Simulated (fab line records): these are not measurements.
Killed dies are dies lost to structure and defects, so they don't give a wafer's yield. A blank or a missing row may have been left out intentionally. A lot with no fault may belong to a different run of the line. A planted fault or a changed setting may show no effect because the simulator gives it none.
fab line records + flow sky130
[record]
- lots = 6
- wafers = 17
- last_day = 50
route steps=708 shown VIA2@516 METAL3@532 PAD_OPEN@708
lots with no fault: from the same line, run without faults
start_h: start of the lot's first displayed wafer, in hours after the record's first day + wait_h: hours from the lot's prior step to this one + " repeats the value in the row above + L1.1+2: one row covering several wafers at once + - no value, or no start given + * or withheld: withheld + < > ~ a bound
route shown NAME@n: names a module that has steps shown in the file, with the first one's number in the route + usual: average and standard deviation across the fault-free wafers + same: alike in all rows + chamber/n: place in a boat + sites: the reading at each site + _std_site: the standard deviation of these + _edge_site: mean of outer sites minus mean of inner sites + radius_mm: how far each site lies from the wafer's centre + mask NAME#n: copy n + behind: tool/chamber where the wafer was last shaped + hold: cause of the lot's hold/its duration in hours/its outcome + device: names the non-switching transistor (n, p or np) + end of line: at the end of the route, the tests of the same wafers + a step with no rows: only its recipe + killed: at the first sort, the dies lost to defects and structure; wafer yield is something else + map: a wafer's dies, x killed, . not, _ none there
set.NAME: setting as actually run; set.NAME@STEP: the setting as run at that earlier step + model.NAME: the simulator's own value behind a step, which no gauge read
lots seen at some steps along the route; tables by step, rows by wafer
services: when a tool's chamber went out of use (start_h, in hours from the record's first day, below 0 if earlier), for how many hours, and the reason
[[steps]]
[step SKY_VIA2_EXPOSE_09]
[recipe]
- mask_id = VIM2
- na = 0.8
- source_shape = annular
- sigma_inner = 0.55
- sigma_outer = 0.85
- target_cd_nm = 200
- dose_mj = 38
[step SKY_VIA2_PEB_10]
[recipe]
- peb_temp_c = withheld
- peb_time_s = withheld
- resist = KrF-thick
[step SKY_VIA2_DEVELOP_11]
[recipe]
- develop_time_s = 60
- resist = KrF-thick
- dev_temp_c = 21
[step SKY_VIA2_CD_MEAS_12]
[recipe]
- target_cd_nm = 200
[usual]
- cd_nm = 200.3/1.6
| lot.wafer | tool      | chamber | start_h | wait_h | cd_nm |
|-----------|-----------|---------|---------|--------|-------|
| L366.1    | cd_sem-01 | -       | 863.78  | -      | 198.9 |
| L366.2    | "         | -       | "       | "      | 198.8 |
| L366.5    | "         | -       | "       | "      | 199.7 |
| L367.1    | cd_sem-01 | -       | 866.86  | -      | 202.7 |
| L367.2    | "         | -       | "       | "      | 200.9 |
| L367.5    | "         | -       | "       | "      | 201.9 |
| L373.4    | cd_sem-02 | -       | 912.90  | -      | 201.1 |
| L373.5    | "         | -       | "       | "      | 199.5 |
| L373.6    | "         | -       | "       | "      | 199.0 |
| L375.1    | cd_sem-02 | -       | 921.26  | -      | 200.4 |
| L375.4    | "         | -       | "       | "      | 200.5 |
| L379.1    | cd_sem-01 | -       | 941.01  | -      | 200.0 |
| L379.3    | "         | -       | "       | "      | 199.5 |
| L379.5    | "         | -       | "       | "      | 199.8 |
| L389.2    | cd_sem-01 | -       | 1002.11 | -      | 202.6 |
| L389.3    | "         | -       | "       | "      | 201.4 |
| L389.6    | "         | -       | "       | "      | 202.3 |
[step SKY_VIA2_OVL_MEAS_13]
[usual]
- VIA2_OVL = 1/5.6
| lot.wafer | tool       | chamber | start_h | wait_h | VIA2_OVL[nm] |
|-----------|------------|---------|---------|--------|--------------|
| L366.1    | overlay-01 | -       | 863.90  | 0.1    | 7            |
| L366.2    | "          | -       | "       | "      | 10           |
| L366.5    | "          | -       | "       | "      | -2           |
| L367.1    | overlay-02 | -       | 866.98  | 0.1    | -5           |
| L367.2    | "          | -       | "       | "      | -5           |
| L367.5    | "          | -       | "       | "      | 5            |
| L373.4    | overlay-01 | -       | 912.98  | 0.1    | 0            |
| L373.5    | "          | -       | "       | "      | 6            |
| L373.6    | "          | -       | "       | "      | 2            |
| L375.1    | overlay-02 | -       | 921.38  | 0.1    | 6            |
| L375.4    | "          | -       | "       | "      | 9            |
| L379.1    | overlay-02 | -       | 941.13  | 0.1    | 1            |
| L379.3    | "          | -       | "       | "      | -2           |
| L379.5    | "          | -       | "       | "      | -6           |
| L389.2    | overlay-02 | -       | 1002.21 | 0.1    | 7            |
| L389.3    | "          | -       | "       | "      | 6            |
| L389.6    | "          | -       | "       | "      | 9            |
[step SKY_VIA2_ETCH_14]
[recipe]
- chemistry = N2/H2
- target = BARC
- ion_energy_ev = 200
- source_w = 500
- bias_w = 100
- pressure_mtorr = 30
- n2_flow_sccm = 100
- h2_flow_sccm = 200
- stop_on = SiO2
- time_s = 45.9
- target_depth_a = 600
[usual]
- drypump_motor_current_A = 5.9/0.45
- oes_product_au = 0.854/0.0042
- throttle_valve_pct = 13.225/0.0086
| lot.wafer | tool        | chamber | start_h | wait_h | drypump_motor_current_A | oes_product_au | rf_hours_counter_h | throttle_valve_pct |
|-----------|-------------|---------|---------|--------|-------------------------|----------------|--------------------|--------------------|
| L366.1    | rie_diel-04 | 3       | 863.94  | 0.0    | 5.3                     | 0.854          | 10                 | 13.220             |
| L366.2    | "           | 0       | "       | "      | 6.3                     | 0.854          | 11                 | 13.225             |
| L366.5    | "           | 3       | "       | "      | 5.2                     | 0.855          | -                  | 13.235             |
| L367.1    | rie_diel-03 | 0       | 867.02  | 0.0    | 6.4                     | 0.856          | 18                 | 13.241             |
| L367.2    | "           | 3       | "       | "      | 5.8                     | 0.853          | 17                 | 13.197             |
| L367.5    | "           | 2       | "       | "      | 6.3                     | 0.856          | -                  | 13.226             |
| L373.4    | rie_diel-02 | 3       | 913.02  | 0.0    | 6.1                     | 0.855          | -                  | 13.235             |
| L373.5    | "           | 2       | "       | "      | 5.4                     | 0.853          | -                  | 13.220             |
| L373.6    | "           | 1       | "       | "      | 5.9                     | 0.853          | -                  | 13.220             |
| L375.1    | rie_diel-02 | 0       | 921.41  | 0.0    | 6.0                     | 0.860          | 7                  | 13.218             |
| L375.4    | "           | 1       | "       | "      | 5.9                     | 0.859          | 6                  | 13.212             |
| L379.1    | rie_diel-04 | 0       | 941.17  | 0.0    | 6.3                     | 0.853          | 13                 | 13.215             |
| L379.3    | "           | 3       | "       | "      | 5.3                     | 0.851          | 12                 | 13.233             |
| L379.5    | "           | 2       | "       | "      | 5.7                     | 0.864          | -                  | 13.218             |
| L389.2    | rie_diel-04 | 2       | 1002.24 | 0.0    | 5.7                     | 0.850          | 18                 | 13.227             |
| L389.3    | "           | 1       | "       | "      | 6.5                     | 0.854          | 11                 | 13.212             |
| L389.6    | "           | 3       | "       | "      | 5.3                     | 0.857          | -                  | 13.223             |
[step SKY_VIA2_ETCH_15]
[recipe]
- target = SiO2
- chemistry = C4F8/O2/Ar
- target_depth_nm = 546
- stop_on = TiN
- mask_material = KrF-thick
- source_w = 1500
- bias_w = 1200
- pressure_mtorr = 40
- c4f8_flow_sccm = withheld
- O2_flow_sccm = 6
- Ar_flow_sccm = 300
- time_s = 84
[usual]
- oes_product_au = 0.940/0.0047
| lot.wafer | tool        | chamber | start_h | wait_h | oes_product_au | rf_hours_counter_h |
|-----------|-------------|---------|---------|--------|----------------|--------------------|
| L366.1    | rie_diel-04 | 3       | 863.98  | 0.0    | 0.934          | 10                 |
| L366.2    | "           | 0       | "       | "      | 0.940          | 11                 |
| L366.5    | "           | 3       | "       | "      | 0.941          | -                  |
| L367.1    | rie_diel-03 | 0       | 867.06  | 0.0    | 0.939          | 18                 |
| L367.2    | "           | 3       | "       | "      | 0.940          | 17                 |
| L367.5    | "           | 2       | "       | "      | 0.928          | -                  |
| L373.4    | rie_diel-02 | 3       | 913.07  | 0.0    | 0.943          | -                  |
| L373.5    | "           | 2       | "       | "      | 0.939          | -                  |
| L373.6    | "           | 1       | "       | "      | 0.940          | -                  |
| L375.1    | rie_diel-02 | 0       | 921.46  | 0.0    | 0.947          | 7                  |
| L375.4    | "           | 1       | "       | "      | 0.939          | 6                  |
| L379.1    | rie_diel-04 | 0       | 941.21  | 0.0    | 0.937          | 13                 |
| L379.3    | "           | 3       | "       | "      | 0.935          | 12                 |
| L379.5    | "           | 2       | "       | "      | 0.941          | -                  |
| L389.2    | rie_diel-04 | 2       | 1002.28 | 0.0    | 0.945          | 18                 |
| L389.3    | "           | 1       | "       | "      | 0.934          | 11                 |
| L389.6    | "           | 3       | "       | "      | 0.941          | -                  |
[step SKY_VIA2_STRIP_16]
[recipe]
- chemistry = O2/N2
- power_w = 1400
- pressure_mtorr = 1500
- platen_temp_c = withheld
- o2_flow_sccm = 3000
- n2_flow_sccm = 300
- overash_fraction = 0.5
[usual]
- drypump_motor_current_A = 5.9/0.3
- oes_product_au = 0.398/0.005
- strip_time_to_endpoint_s = 4.042/0.025
| lot.wafer | tool            | chamber | start_h | wait_h | drypump_motor_current_A | oes_product_au | rf_hours_counter_h | strip_time_to_endpoint_s |
|-----------|-----------------|---------|---------|--------|-------------------------|----------------|--------------------|--------------------------|
| L366.1    | plasma_asher-01 | 0       | 864.05  | 0.0    | 5.9                     | 0.395          | 44                 | 4.030                    |
| L366.2    | "               | 1       | "       | "      | 6.2                     | 0.404          | 44                 | 4.068                    |
| L366.5    | "               | 1       | "       | "      | 6.2                     | 0.394          | -                  | 4.019                    |
| L367.1    | plasma_asher-03 | 1       | 867.12  | 0.0    | 5.3                     | 0.393          | 12                 | 4.005                    |
| L367.2    | "               | 0       | "       | "      | 6.0                     | 0.398          | 12                 | 4.033                    |
| L367.5    | "               | 1       | "       | "      | 5.3                     | 0.409          | -                  | 4.041                    |
| L373.4    | plasma_asher-03 | 1       | 913.13  | 0.0    | 5.3                     | 0.392          | -                  | 4.070                    |
| L373.5    | "               | 0       | "       | "      | 6.1                     | 0.403          | -                  | 4.026                    |
| L373.6    | "               | 1       | "       | "      | 5.3                     | 0.399          | -                  | 4.017                    |
| L375.1    | plasma_asher-03 | 1       | 921.52  | 0.0    | 5.3                     | 0.409          | 17                 | 4.085                    |
| L375.4    | "               | 1       | "       | "      | 5.3                     | 0.401          | -                  | 4.045                    |
| L379.1    | plasma_asher-01 | 1       | 941.27  | 0.0    | 6.2                     | 0.394          | 52                 | 4.110                    |
| L379.3    | "               | 1       | "       | "      | 6.2                     | 0.404          | -                  | 4.072                    |
| L379.5    | "               | 1       | "       | "      | 6.2                     | 0.388          | -                  | 4.015                    |
| L389.2    | plasma_asher-03 | 1       | 1002.35 | 0.0    | 5.3                     | 0.394          | 25                 | 4.013                    |
| L389.3    | "               | 1       | "       | "      | 5.3                     | 0.403          | -                  | 4.048                    |
| L389.6    | "               | 1       | "       | "      | 5.3                     | 0.397          | -                  | 4.067                    |
[step SKY_VIA2_STRIP_17]
[recipe]
- chemistry = post_etch_residue_remover
- time_s = 1200
- temp_c = 72.5
[step SKY_VIA2_CLEAN_18]
[recipe]
- chemistry = IPA
- time_s = 180
- temp_c = 25
[step SKY_VIA2_CLEAN_19]
[recipe]
- chemistry = O3/DIW
- dry = n2_spin
[step SKY_VIA2_SPUTTER_20]
[recipe]
- material = TiN
- target_thk_nm = 20
- chamber_pressure_pa = 5
- power_w = 4000
- time_s = 80
[usual]
- throttle_valve_pct = 29.8/1.6
| lot.wafer | tool           | chamber | start_h | wait_h | throttle_valve_pct |
|-----------|----------------|---------|---------|--------|--------------------|
| L366.1    | pvd_sputter-03 | -       | 864.68  | 0.0    | 31.2               |
| L366.2    | "              | -       | "       | "      | 29.1               |
| L366.5    | "              | -       | "       | "      | 29.5               |
| L367.1    | pvd_sputter-04 | -       | 867.75  | 0.0    | 30.4               |
| L367.2    | "              | -       | "       | "      | 32.1               |
| L367.5    | "              | -       | "       | "      | 26.8               |
| L373.4    | pvd_sputter-03 | -       | 913.73  | 0.0    | 29.3               |
| L373.5    | "              | -       | "       | "      | 29.2               |
| L373.6    | "              | -       | "       | "      | 29.6               |
| L375.1    | pvd_sputter-04 | -       | 922.11  | 0.0    | 27.0               |
| L375.4    | "              | -       | "       | "      | 32.1               |
| L379.1    | pvd_sputter-03 | -       | 941.87  | 0.0    | 31.3               |
| L379.3    | "              | -       | "       | "      | 29.5               |
| L379.5    | "              | -       | "       | "      | 30.9               |
| L389.2    | pvd_sputter-02 | -       | 1002.94 | 0.0    | 29.5               |
| L389.3    | "              | -       | "       | "      | 27.7               |
| L389.6    | "              | -       | "       | "      | 29.7               |
[step SKY_VIA2_CVD_21]
[recipe]
- material = W
- target_thk_nm = 420
- time_s = 126.4
- temp_c = 400
- pressure_torr = 40
[usual]
- heater_power_w = 915/110
| lot.wafer | tool     | chamber | start_h | wait_h | heater_power_w | model.W_of_VIA2_CVD_21.thk_nm |
|-----------|----------|---------|---------|--------|----------------|-------------------------------|
| L366.1    | cvd_w-02 | 0       | 864.74  | 0.0    | 828            | 417.8                         |
| L366.2    | "        | 1       | "       | "      | 1072           | 420.8                         |
| L366.5    | "        | 1       | "       | "      | 1015           | 415.4                         |
| L367.1    | cvd_w-01 | 0       | 867.81  | 0.0    | 805            | 414.2                         |
| L367.2    | "        | 1       | "       | "      | 1030           | 429.2                         |
| L367.5    | "        | 0       | "       | "      | 825            | 417.9                         |
| L373.4    | cvd_w-02 | 0       | 913.84  | 0.1    | 820            | 410.7                         |
| L373.5    | "        | 1       | "       | "      | 1038           | 417.8                         |
| L373.6    | "        | 0       | "       | "      | 846            | 300.7                         |
| L375.1    | cvd_w-02 | 1       | 922.17  | 0.0    | 1049           | 318.1                         |
| L375.4    | "        | 1       | "       | "      | 1070           | 422.9                         |
| L379.1    | cvd_w-01 | 0       | 941.93  | 0.0    | 731            | 418.6                         |
| L379.3    | "        | 1       | "       | "      | 1016           | 437.8                         |
| L379.5    | "        | 0       | "       | "      | 743            | 413.7                         |
| L389.2    | cvd_w-01 | 0       | 1003.00 | 0.0    | 777            | 420.1                         |
| L389.3    | "        | 0       | "       | "      | 742            | 423.7                         |
| L389.6    | "        | 1       | "       | "      | 1007           | 434                           |
[step SKY_VIA2_RS_MEAS_22]
[recipe]
- thk_meas_gauge = four-point-probe
- reads = W_of_VIA2_CVD_21+TiN_of_VIA2_SPUTTER_20
[usual]
- VIA2_W_RS = 0.271/0.0053
| lot.wafer | tool          | chamber | start_h | wait_h | hold                     | VIA2_W_RS[ohm/sq] |
|-----------|---------------|---------|---------|--------|--------------------------|-------------------|
| L366.1    | film_metro-02 | -       | 864.87  | 0.1    | -                        | 0.274             |
| L366.2    | "             | -       | "       | "      | -                        | 0.272             |
| L366.5    | "             | -       | "       | "      | -                        | 0.276             |
| L367.1    | film_metro-01 | -       | 867.94  | 0.1    | -                        | 0.277             |
| L367.2    | "             | -       | "       | "      | -                        | 0.267             |
| L367.5    | "             | -       | "       | "      | -                        | 0.274             |
| L373.4    | film_metro-02 | -       | 913.98  | 0.1    | await_dispo/0.2h/release | 0.279             |
| L373.5    | "             | -       | "       | "      | await_dispo/0.2h/release | 0.274             |
| L373.6    | "             | -       | "       | "      | await_dispo/0.2h/release | 0.382             |
| L373.4    | film_metro-02 | -       | 914.27  | 0.3    | -                        | 0.279             |
| L373.5    | "             | -       | "       | "      | -                        | 0.274             |
| L373.6    | "             | -       | "       | "      | -                        | 0.383             |
| L375.1    | film_metro-04 | -       | 922.30  | 0.1    | await_dispo/0.2h/release | 0.360             |
| L375.4    | "             | -       | "       | "      | await_dispo/0.2h/release | 0.271             |
| L375.1    | film_metro-04 | -       | 922.59  | 0.3    | -                        | 0.361             |
| L375.4    | "             | -       | "       | "      | -                        | 0.270             |
| L379.1    | film_metro-04 | -       | 942.06  | 0.1    | -                        | 0.273             |
| L379.3    | "             | -       | "       | "      | -                        | 0.261             |
| L379.5    | "             | -       | "       | "      | -                        | 0.276             |
| L389.2    | film_metro-02 | -       | 1003.15 | 0.1    | -                        | 0.273             |
| L389.3    | "             | -       | "       | "      | -                        | 0.270             |
| L389.6    | "             | -       | "       | "      | -                        | 0.264             |
[step SKY_VIA2_THK_MEAS_23]
[recipe]
- thk_meas_gauge = xrf
- reads = W_of_VIA2_CVD_21
[usual]
- VIA2_W_THK = 426/9
| lot.wafer | tool          | chamber | start_h | wait_h | hold                     | VIA2_W_THK[nm] |
|-----------|---------------|---------|---------|--------|--------------------------|----------------|
| L366.1    | film_metro-02 | -       | 864.99  | 0.1    | -                        | 416            |
| L366.2    | "             | -       | "       | "      | -                        | 416            |
| L366.5    | "             | -       | "       | "      | -                        | 413            |
| L367.1    | film_metro-01 | -       | 868.06  | 0.1    | -                        | 416            |
| L367.2    | "             | -       | "       | "      | -                        | 436            |
| L367.5    | "             | -       | "       | "      | -                        | 420            |
| L373.4    | film_metro-02 | -       | 915.84  | 1.5    | await_dispo/0.2h/release | 415            |
| L373.5    | "             | -       | "       | "      | await_dispo/0.2h/release | 420            |
| L373.6    | "             | -       | "       | "      | await_dispo/0.2h/release | 302            |
| L373.4    | film_metro-02 | -       | 916.07  | 0.2    | -                        | 414            |
| L373.5    | "             | -       | "       | "      | -                        | 423            |
| L373.6    | "             | -       | "       | "      | -                        | 303            |
| L375.1    | film_metro-04 | -       | 928.98  | 6.4    | await_dispo/0.2h/release | 320            |
| L375.4    | "             | -       | "       | "      | await_dispo/0.2h/release | 425            |
| L375.1    | film_metro-04 | -       | 929.21  | 0.2    | -                        | 319            |
| L375.4    | "             | -       | "       | "      | -                        | 426            |
| L379.1    | film_metro-04 | -       | 942.18  | 0.1    | -                        | 428            |
| L379.3    | "             | -       | "       | "      | -                        | 447            |
| L379.5    | "             | -       | "       | "      | -                        | 419            |
| L389.2    | film_metro-02 | -       | 1003.26 | 0.1    | -                        | 420            |
| L389.3    | "             | -       | "       | "      | -                        | 422            |
| L389.6    | "             | -       | "       | "      | -                        | 429            |
[step SKY_VIA2_CMP_24]
[recipe]
- stop_on = SiO2
- t_overpolish_s = 20
- down_force_psi = 3.5
- platen_rpm = 60
- target_thk_nm = 0
- pad_velocity_m_s = 0.94248
[usual]
- motor_current_A = 11.6/1.9
- time_to_endpoint_s = 100/5.5
| lot.wafer | tool   | chamber | start_h | wait_h | hold                     | motor_current_A | time_to_endpoint_s |
|-----------|--------|---------|---------|--------|--------------------------|-----------------|--------------------|
| L366.2    | cmp-01 | 1       | 865.10  | 0.1    | -                        | 10.1            | 97                 |
| L366.1    | "      | 3       | "       | "      | -                        | 11.2            | 106                |
| L366.5    | "      | 1       | "       | "      | -                        | 10.4            | 96                 |
| L367.2    | cmp-02 | 2       | 868.22  | 0.1    | -                        | 10.3            | 101                |
| L367.1    | "      | 3       | "       | "      | -                        | 12.3            | 93                 |
| L367.5    | "      | 0       | "       | "      | -                        | 11.0            | 95                 |
| L373.4    | cmp-02 | 1       | 919.87  | 3.8    | await_dispo/3.7h/release | 12.2            | 93                 |
| L373.6    | "      | 3       | "       | "      | await_dispo/3.7h/release | 13.2            | 71                 |
| L373.5    | "      | 0       | "       | "      | await_dispo/3.7h/release | 11.4            | 98                 |
| L375.4    | cmp-02 | 2       | 932.87  | 3.6    | await_dispo/3.5h/release | 10.2            | 102                |
| L375.1    | "      | 0       | "       | "      | await_dispo/3.5h/release | 10.9            | 74                 |
| L379.1    | cmp-02 | 1       | 942.56  | 0.4    | -                        | 12.9            | 96                 |
| L379.3    | "      | 3       | "       | "      | -                        | 12.9            | 100                |
| L379.5    | "      | 2       | "       | "      | -                        | 9.9             | 100                |
| L389.3    | cmp-02 | 3       | 1003.36 | 0.1    | -                        | 13.0            | 105                |
| L389.2    | "      | 1       | "       | "      | -                        | 12.7            | 101                |
| L389.6    | "      | 3       | "       | "      | -                        | 12.9            | 105                |
[step SKY_METAL3_SPUTTER_00]
[recipe]
- material = Ti
- target_thk_nm = 15
- power_w = 3000
- time_s = 10
- chamber_pressure_pa = 0.4
[usual]
- throttle_valve_pct = 29.8/1.1
| lot.wafer | tool           | chamber | start_h | wait_h | throttle_valve_pct |
|-----------|----------------|---------|---------|--------|--------------------|
| L366.1    | pvd_sputter-04 | -       | 865.35  | 0.1    | 32.0               |
| L366.2    | "              | -       | "       | "      | 30.8               |
| L366.5    | "              | -       | "       | "      | 30.7               |
| L367.1    | pvd_sputter-03 | -       | 868.42  | 0.1    | 29.7               |
| L367.2    | "              | -       | "       | "      | 31.2               |
| L367.5    | "              | -       | "       | "      | 29.0               |
| L373.4    | pvd_sputter-04 | -       | 920.07  | 0.1    | 30.3               |
| L373.5    | "              | -       | "       | "      | 30.4               |
| L373.6    | "              | -       | "       | "      | 30.4               |
| L375.1    | pvd_sputter-01 | -       | 933.13  | 0.1    | 30.9               |
| L375.4    | "              | -       | "       | "      | 29.4               |
| L379.1    | pvd_sputter-01 | -       | 942.86  | 0.2    | 30.8               |
| L379.3    | "              | -       | "       | "      | 29.4               |
| L379.5    | "              | -       | "       | "      | 29.5               |
| L389.2    | pvd_sputter-03 | -       | 1003.61 | 0.1    | 29.0               |
| L389.3    | "              | -       | "       | "      | 29.8               |
| L389.6    | "              | -       | "       | "      | 29.7               |
[step SKY_PAD_OPEN_PROBE_99]
[usual]
- defect_limited_yield = 82.3/2
- killed_at_M0_to_M3 = 43/7.3
- killed_at_M4_up = 3.1/1.7
- killed_at_contacts = 25/5.3
- killed_at_front_end = 15/4.3
- killed_at_other = 0.2/0.54
- killed_dies = 87/10
- killed_open = 48/7.6
- killed_short = 38/6.1
- sort_bin_3_pad_short = 0.9/0.42
- sort_bin_5_function = 10.5/1.5
- sort_bin_6_memory = 6.3/1.2
- sort_n_pass = 405/10
- sort_yield_pct = 82.3/2
[same]
- gross_dies = 492
- killed_at_back_side = 0
- sort_bin_4_leakage[%] = 0
- sort_bin_8_speed[%] = 0
| lot.wafer | tool      | chamber | start_h | wait_h | defect_limited_yield[%] | killed_at_M0_to_M3 | killed_at_M4_up | killed_at_contacts | killed_at_front_end | killed_at_other | killed_dies | killed_open | killed_short | sort_bin_3_pad_short[%] | sort_bin_5_function[%] | sort_bin_6_memory[%] | sort_n_pass | sort_yield_pct[%] |
|-----------|-----------|---------|---------|--------|-------------------------|--------------------|-----------------|--------------------|---------------------|-----------------|-------------|-------------|--------------|-------------------------|------------------------|----------------------|-------------|-------------------|
| L367.1    | prober-01 | -       | 1089.87 | 0.1    | 83.3                    | 45                 | 3               | 24                 | 10                  | 0               | 82          | 47          | 35           | 0.6                     | 9.8                    | 6.3                  | 410         | 83.3              |
| L367.2    | prober-01 | -       | 1089.92 | 0.1    | 83.3                    | 51                 | 0               | 24                 | 7                   | 0               | 82          | 41          | 39           | 1.0                     | 10.0                   | 5.7                  | 410         | 83.3              |
| L367.5    | prober-01 | -       | 1090.07 | 0.2    | 80.1                    | 45                 | 7               | 30                 | 16                  | 0               | 98          | 55          | 43           | 0.4                     | 11.8                   | 7.7                  | 394         | 80.1              |
// killed by level:class
L367.1 VIA1:geometric_particle:open=14 CONTACT:geometric_particle:open=11 METAL2:geometric_particle:short=6 VIA3:geometric_particle:short=5 VIA3:geometric_particle:open=5 METAL1:geometric_particle:short=4 VIA1:geometric_particle:short=4 VIA2:geometric_particle:open=4
L367.2 CONTACT:geometric_particle:open=10 VIA1:geometric_particle:open=9 VIA3:geometric_particle:open=8 METAL1:geometric_particle:short=7 VIA1:geometric_particle:short=6 LI_CONTACT:geometric_particle:open=5 METAL3:geometric_particle:short=5 VIA2:geometric_particle:open=5
L367.5 VIA1:geometric_particle:open=10 LI_CONTACT:geometric_particle:open=9 CONTACT:geometric_particle:open=8 VIA2:geometric_particle:open=8 FIELD_ISO:geometric_particle:open=6 METAL1:geometric_particle:short=6 CONTACT:geometric_particle:short=5 VIA2:geometric_particle:short=5
[[services]]
| tool           | chamber | start_h | hours | kind   |
|----------------|---------|---------|-------|--------|
| rie_diel-04    | -       | 843.61  | 1.6   | repair |
| rie_diel-03    | 1       | 858.35  | 1.2   | repair |
| rie_diel-04    | 2       | 867.99  | 9.0   | repair |
| rie_diel-03    | 3       | 868.54  | 2.5   | repair |
| pvd_sputter-03 | -       | 869.83  | 7.2   | repair |
| rie_diel-04    | 1       | 873.05  | 6.6   | repair |
| rie_diel-02    | 2       | 875.45  | 4.0   | repair |
| cvd_w-02       | -       | 880.81  | 1.6   | repair |
| rie_diel-04    | 2       | 884.98  | 3.1   | repair |
| cvd_w-01       | -       | 888.48  | 6.0   | pm     |
| cmp-02         | -       | 903.55  | 0.6   | repair |
| cvd_w-01       | -       | 904.00  | 14.0  | pm     |
| pvd_sputter-04 | -       | 914.77  | 0.9   | repair |
| cvd_w-02       | -       | 918.58  | 2.8   | pm     |
| pvd_sputter-04 | -       | 925.15  | 19.3  | repair |
| rie_diel-02    | -       | 939.32  | 2.8   | pm     |
| rie_diel-02    | 3       | 958.98  | 3.9   | repair |
| pvd_sputter-03 | -       | 960.10  | 5.2   | repair |
| cmp-02         | -       | 976.79  | 14.1  | pm     |
| rie_diel-03    | -       | 978.66  | 2.8   | pm     |
| rie_diel-02    | 1       | 987.06  | 4.1   | repair |
| pvd_sputter-01 | -       | 989.16  | 0.9   | repair |
| cmp-02         | -       | 990.93  | 4.3   | pm     |
| rie_diel-02    | 1       | 992.92  | 3.9   | repair |
[[key]]
[first_sign]
- step = SKY_VIA2_RS_MEAS_22
- reading = visit
- direction = added
[effect]
- step = SKY_VIA2_RS_MEAS_22
- reading = VIA2_W_RS
- direction = up
- sigmas = 19
- usual = 0.271
- struck = 0.371
[effect]
- step = SKY_VIA2_THK_MEAS_23
- reading = visit
- direction = added
[effect]
- step = SKY_VIA2_THK_MEAS_23
- reading = VIA2_W_THK
- direction = down
- sigmas = 13
- usual = 426
- struck = 311
[effect]
- step = SKY_VIA2_CMP_24
- reading = time_to_endpoint_s
- direction = down
- sigmas = 5
- usual = *
- struck = *
[model_effect]
- step = SKY_VIA2_CVD_21
- value = W_of_VIA2_CVD_21.thk_nm
- without = 417.9
- struck = 309.4
met_at SKY_VIA2_CVD_21
struck_wafers L373.6,L375.1
onset_between 864.74 913.84
[fault]
- kind = process_parameter_drift
- tool = cvd_w-02
- chamber = -
- onset_h = 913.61
- steps = SKY_VIA2_CVD_21
- channel = target_thk_nm
- offset = -108.8
- shape = step
- end_h = 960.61
- scope = struck_wafers_only
- acts_in = these_recipes_only
- stated = 420
